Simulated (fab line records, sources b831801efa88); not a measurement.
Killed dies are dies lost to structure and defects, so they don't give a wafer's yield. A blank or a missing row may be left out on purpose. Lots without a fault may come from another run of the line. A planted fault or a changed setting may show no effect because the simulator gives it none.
Which tool did it? | flow sky130 | 13 lots, 39 wafers sampled, at 1 step of a route of 708

WHAT THE GAUGES READ, wafer by wafer
SKY_CONTACT_THK_MEAS_01. Usual: CONTACT_CVD_00_THK 75.2 nm, standard deviation 1.
lot  | measured     | on            | CONTACT_CVD_00_THK (nm) | flag
L932 | day 32 10:09 | film_metro-03 | 73.3 72.2 74.1          |
L937 | day 32 22:30 | film_metro-03 | 76.0 75.3 76.0          |
L940 | day 33 11:14 | film_metro-04 | 75.5 77.0 75.6          |
L942 | day 34 06:34 | film_metro-04 | 74.6 75.5 76.7          |
L945 | day 34 23:34 | film_metro-04 | 75.0 75.8 75.2          |
L946 | day 35 05:32 | film_metro-03 | 75.4 73.9 74.5          |
L949 | day 36 04:50 | film_metro-04 | 74.5 74.3 74.9          |
L950 | day 36 12:29 | film_metro-03 | 75.5 76.1 76.0          |
L951 | day 36 20:03 | film_metro-04 | 76.1 76.2 76.4          |
L952 | day 37 08:40 | film_metro-03 | 75.8 75.2 76.4          |
L953 | day 37 13:34 | film_metro-03 | 76.3 75.9 75.5          |
L954 | day 37 15:30 | film_metro-03 | 74.7 73.9 76.1          |
L955 | day 38 00:22 | film_metro-03 | 75.7 74.2 76.6          |

WHICH TOOL RAN EACH LOT (tool, then ch and the chambers of the sampled wafers, then the start)
The record holds no process step before these readings.

WHAT THE TOOLS THEMSELVES READ (means of the sampled wafers that have a number; where no wafer has one, the mark that the record gives instead)
The record holds no such reading with a usual standard deviation.

THE ANSWER, worked out from the rows above alone
Rule: a lot is off if the mean of its wafers that have a number lies more than 3 standard deviations from the usual mean. A lot without any number at a reading at which 4 lots or more have one is off too. The other lots that the step has rows for count as sound. The gauges are gone through in route order, then the tools' own readings, and for those a lot's mean is taken as printed above. The first step at which some lot is off is used, and at that step the reading that is off furthest; a lot without a number counts as furthest.
No lot is off at any reading shown: from this, nothing can be told.

WHAT THE SIMULATOR HAD PUT IN
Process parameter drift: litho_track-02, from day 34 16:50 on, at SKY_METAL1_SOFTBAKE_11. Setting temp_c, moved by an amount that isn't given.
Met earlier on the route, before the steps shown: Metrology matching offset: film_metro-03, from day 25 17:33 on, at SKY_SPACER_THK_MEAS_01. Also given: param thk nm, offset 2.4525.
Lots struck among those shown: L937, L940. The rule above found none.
